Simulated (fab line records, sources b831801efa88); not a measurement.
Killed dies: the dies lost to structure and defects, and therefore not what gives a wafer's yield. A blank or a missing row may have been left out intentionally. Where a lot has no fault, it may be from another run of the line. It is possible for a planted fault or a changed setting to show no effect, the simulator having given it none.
Comparing a struck lot with a sound one / flow gf180mcu / 16 steps out of a route of 602
Sound: the wafers L408.1, L408.2, L408.4. The struck wafers were L417.1, L417.5, L417.6. Last of all comes the cause.
For every step that has rows: the tool of each side, followed by ch and its chambers, followed by its first start. Under that, the readings that differ: sound wafers / struck wafers / difference of the means / sigmas: that difference in standard deviations of wafers without a fault.
alike: same words and numbers on both sides, and readings whose means sit less than 2 such deviations apart. not compared: any withheld reading, any reading some wafer has no value for, any bound like >300 that may hide the same value, and any number with overlapping values for which the record gives no deviation.
A row with sigmas, a row that says differs or no value, or rows on one side alone: a step with any of these is where the two part. When numbers do not overlap yet have no deviation, they are printed without sigmas and do not part them. A reading that every wafer of one side lacks parts them only if that side has two wafers or more.

first, 5 steps without rows for these wafers: GF_M5_COAT_02 (resist thk 1000 nm); GF_M5_SOFTBAKE_03 (time 60 s); GF_M5_EXPOSE_04 (exposes mask Metal5, target cd 280 nm); GF_M5_PEB_05 (peb time 90 s); GF_M5_DEVELOP_06 (develop time 60 s).
GF_M5_CD_MEAS_07: the cd target is 280 nm.
  sound: cdSem-02 at day 27 23:43; struck: cdSem-01 at day 30 10:25
  alike: cdNm
GF_M5_OVL_MEAS_08:
  sound: overlay-01 at day 27 23:50; struck: overlay-01 at day 30 10:32
  alike: M5_OVL
GF_M5_ETCH_09: etches Si3N4 in CF4/O2, target depth 52 nm, time 11.6 s.
  sound on rieDiel-03 ch 0,2, day 27 23:53; struck on rieDiel-04 ch 0,1,2, day 30 10:35
  alike: drypumpMotorCurrentA, oesProductAu, throttleValvePct
  not compared: rfHoursCounterH
GF_M5_METAL_ETCH_10: etches the open film in Cl2/BCl3, stops on SiO2, target depth 627.5 nm, time 104.6 s.
  sound on rieMetal-02 ch 0,1, day 27 23:54; struck on rieMetal-01 ch 0,1, day 30 10:36
  alike: drypumpMotorCurrentA, mfcCl2Sccm, oesProductAu, throttleValvePct
  not compared: rfHoursCounterH
GF_M5_STRIP_11: strips in O2/N2.
  sound on plasmaAsher-02 ch 0,1, day 28 00:01; struck on plasmaAsher-03 ch 0,1, day 30 10:43
reading=drypumpMotorCurrentA (A); sound=6.5 6.8 6.8; struck=5.7 5.7 5.7; difference=-1.0; sigmas=-3
reading=stripTimeToEndpointS (s); sound=7.57 7.58 7.61; struck=7.45 7.45 7.51; difference=-0.12; sigmas=-2
  alike: heaterPowerW, o2FlowSccm, oesProductAu
  not compared: rfHoursCounterH
then, 2 steps without rows for these wafers: GF_M5_STRIP_12 (strips in post etch residue remover, time 1200 s); GF_M5_CLEAN_13 (cleans in DIW).
GF_V5_CVD_00: deposits SiO2, target thk 300 nm, time 50 s.
  sound on hdpcvd-02 ch 0,2, day 28 00:37; struck on hdpcvd-01 ch 1,2, day 30 11:20
reading=sih4FlowSccm (sccm); sound=60.33 60.31 60.20; struck=50.93 51.12 50.75; difference=-9.35; sigmas=-55
reading=model.SiO2_of_V5_CVD_00.thkNm (nm); sound=294.1 296.7 296.2; struck=256.2 255.5 254.9; difference=-40.1; sigmas=
GF_V5_THK_MEAS_01:
  sound: filmMetro-03 at day 28 00:40; struck: filmMetro-02 at day 30 11:23
reading=V5_CVD_00_THK (nm); sound=294.4 296.6 296.1; struck=256.1 255.6 254.8; difference=-40.2; sigmas=-14
GF_V5_CVD_02: deposits SiO2 from TEOS, target thk 1450 nm, time 163.28 s.
  sound on pecvd-04 ch 1,2, day 28 00:43; struck on pecvd-01 ch 0,1,2, day 30 11:26
  alike: heaterPowerOuterW, heaterPowerW
after that, 1 step had no rows for these wafers: GF_PASSIVATION_PROBE_99.

== WHERE THEY PART ==
Earliest at GF_M5_STRIP_11; latest, in this record, at GF_V5_THK_MEAS_01. Later steps at which nothing parts them and some readings are alike: GF_V5_CVD_02.

WHY: the cause the simulator had injected
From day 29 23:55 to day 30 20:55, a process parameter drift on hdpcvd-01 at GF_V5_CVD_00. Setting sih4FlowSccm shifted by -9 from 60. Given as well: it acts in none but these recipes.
